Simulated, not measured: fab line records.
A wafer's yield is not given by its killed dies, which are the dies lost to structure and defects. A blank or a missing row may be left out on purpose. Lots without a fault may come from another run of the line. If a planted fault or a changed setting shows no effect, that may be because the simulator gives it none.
Matching of chambers	flow sky130	4 sister chambers for SKY_POLY_GATE_ETCH_16 on rieDiel-01
The step etches Si3N4 in CH3F/O2, stops on poly-Si, time 147.5 s, target depth 75 nm. 14 wafers are shown with their chamber, then 7 later ones without.

## EACH WAFER AND ITS CHAMBER
wafer	chamber	drypumpMotorCurrentA (A)	throttleValvePct (%)	oesProductAu (a.u.)
L075.2	0	5.8	10.540	0.633
L075.5	0	5.8	10.536	0.643
L075.6	3	5.5	10.548	0.641
L080.1	2	4.8	10.525	0.645
L080.2	1	5.7	10.535	0.643
L080.5	3	5.5	10.542	0.644
L084.2	2	4.8	10.515	0.643
L084.5	1	5.6	10.530	0.640
L084.6	0	5.8	10.536	0.638
L087.2	1	5.6	10.534	0.634
L087.4	2	4.8	10.537	0.640
L087.5	1	5.6	10.521	0.642
L089.1	2	4.8	10.513	0.654
L089.2	1	5.6	10.543	0.640

SIGNATURES, as means of the wafers listed above
reading	chamber 0	chamber 1	chamber 2	chamber 3	scatter within a chamber
drypumpMotorCurrentA	5.800	5.620	4.800	5.500	0.0283
throttleValvePct	10.53733	10.53260	10.52250	10.54500	0.00806
oesProductAu	0.63800	0.63980	0.64550	0.64250	0.00461
Rule: for each reading, subtract the chamber's mean from the wafer's reading, divide by that reading's scatter and square the result; add these up over the readings and take the root, which gives the wafer's distance from the chamber. The wafer belongs to the nearest chamber; if the next one is less than 2 further off, it can't be placed. The scatter: take each reading less its chamber's mean, square it, sum over the shown wafers, divide by the number of wafers less the number of chambers, and take the root.

## WAFERS MISSING THEIR CHAMBER
wafer	drypumpMotorCurrentA (A)	throttleValvePct (%)	oesProductAu (a.u.)
L089.6	5.8	10.545	0.645
L091.1	5.8	10.541	0.647
L091.3	5.6	10.544	0.636
L091.4	4.8	10.529	0.629
L093.1	5.5	10.549	0.644
L093.3	5.7	10.536	0.635
L093.5	5.5	10.518	0.643

## THE CHAMBER EACH PASSED THROUGH
wafer	from the rows above	in truth
L089.6	0	0
L091.1	0	0
L091.3	1	1
L091.4	2	2
L093.1	3	3
L093.3	can't be placed: 1 or 0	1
L093.5	can't be placed: 3 or 1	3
5 of 7 placed correctly. From these rows, 2 cannot be placed; in 2 the true chamber is one of the candidates. Number placed wrongly: 0.
